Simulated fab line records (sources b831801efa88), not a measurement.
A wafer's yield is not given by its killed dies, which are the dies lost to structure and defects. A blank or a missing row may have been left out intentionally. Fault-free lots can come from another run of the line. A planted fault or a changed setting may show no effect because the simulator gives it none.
Split-lot trial -- flow sky130 -- 5 lots, 23 wafers read, on a route of 708 steps

## THE SPLIT
At SKY_VT_ADJUST_HVTR_DEVELOP_06 (develop time 60 s), the setting dev_temp_c was moved away from the recipe's 23 C on 10 of the 23 wafers read, by -16.0% to +14.9%. For the rest of the wafers, this setting stayed at what the recipe calls for.

No step appears in the file between the split and the reading.

## THE READING
Shown in nm: cd_nm at SKY_VT_ADJUST_HVTR_CD_MEAS_07, with target cd 380 nm. On this fab line, fault-free wafers typically give 380.5 nm with a standard deviation of 2.7 nm.

wafer,"tool, chamber at the split","dev_temp_c as run, C",against the recipe,"cd_nm, nm",against lot-mates on the recipe
L074.1,"litho_track-04, 0",23,recipe,379.0,-
L074.3,"litho_track-04, 0",23,recipe,377.3,-
L074.4,"litho_track-04, 0",21.52,-6.4%,385.8,+7.7
L074.5,"litho_track-04, 0",21.52,-6.4%,378.9,+0.8
L074.6,"litho_track-04, 0",21.52,-6.4%,382.0,+3.9
L076.2,"litho_track-02, 0",23,recipe,383.7,-
L076.4,"litho_track-02, 0",23,recipe,383.1,-
L076.6,"litho_track-02, 0",23,recipe,386.7,-
L077.1,"litho_track-04, 0",23,recipe,385.1,-
L077.2,"litho_track-04, 0",21.47,-6.7%,386.1,+1.2
L077.3,"litho_track-04, 0",23,recipe,383.7,-
L077.4,"litho_track-04, 0",23,recipe,385.8,-
L077.6,"litho_track-04, 0",21.47,-6.7%,389.2,+4.3
L079.1,"litho_track-02, 0",26.43,+14.9%,363.1,-11.5
L079.2,"litho_track-02, 0",23,recipe,377.3,-
L079.3,"litho_track-02, 0",23,recipe,374.3,-
L079.4,"litho_track-02, 0",23,recipe,372.1,-
L079.5,"litho_track-02, 0",26.43,+14.9%,366.7,-7.9
L084.2,"litho_track-04, 0",19.31,-16.0%,391.1,+10.6
L084.3,"litho_track-04, 0",19.31,-16.0%,394.3,+13.8
L084.4,"litho_track-04, 0",23,recipe,379.1,-
L084.5,"litho_track-04, 0",23,recipe,381.8,-
L084.6,"litho_track-04, 0",19.31,-16.0%,389.9,+9.4

FIT RESULTS
A straight line over all 23 wafers: cd_nm changes by -0.821 nm for each +1% of dev_temp_c; r = -0.84; the points scatter about the line by 4.1 nm.
The same after taking each lot's own level away (the mean of its wafers on the recipe; 23 wafers): -0.666 nm for each +1%; r = -0.94; scatter 2 nm.
That fit puts the effect of the largest move of dev_temp_c on the reading at 11 nm.
From 374.57 to 384.87 nm: that is the span of the lots' own levels, equal to 3.8 times the standard deviation above.
Thus the slope moves with the lot-to-lot level: the two fits are different.
Check: with one of the wafers moved furthest among these (-16.0%) left out of the fit, the line predicts +10.6 nm for it against its lot-mates. It came out at +10.6 nm against them.

## THE OTHER SPLITS THESE WAFERS WENT THROUGH
Note: prior to the reading, these wafers also went through further splits. Each is held against what the fit with the lots' levels taken away leaves over:
other split on the same wafers,wafers away from the commonest value,r with cd_nm (lot level and that fit taken away)
SKY_VT_ADJUST_NCORE_COAT_02 resist_thk_nm,11,+0.00
SKY_VT_ADJUST_HVTR_COAT_02 spin_rpm,11,+0.57

## FILE'S OWN FIT
cd_nm changes by -0.655 nm for each +1% of dev_temp_c, r = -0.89.
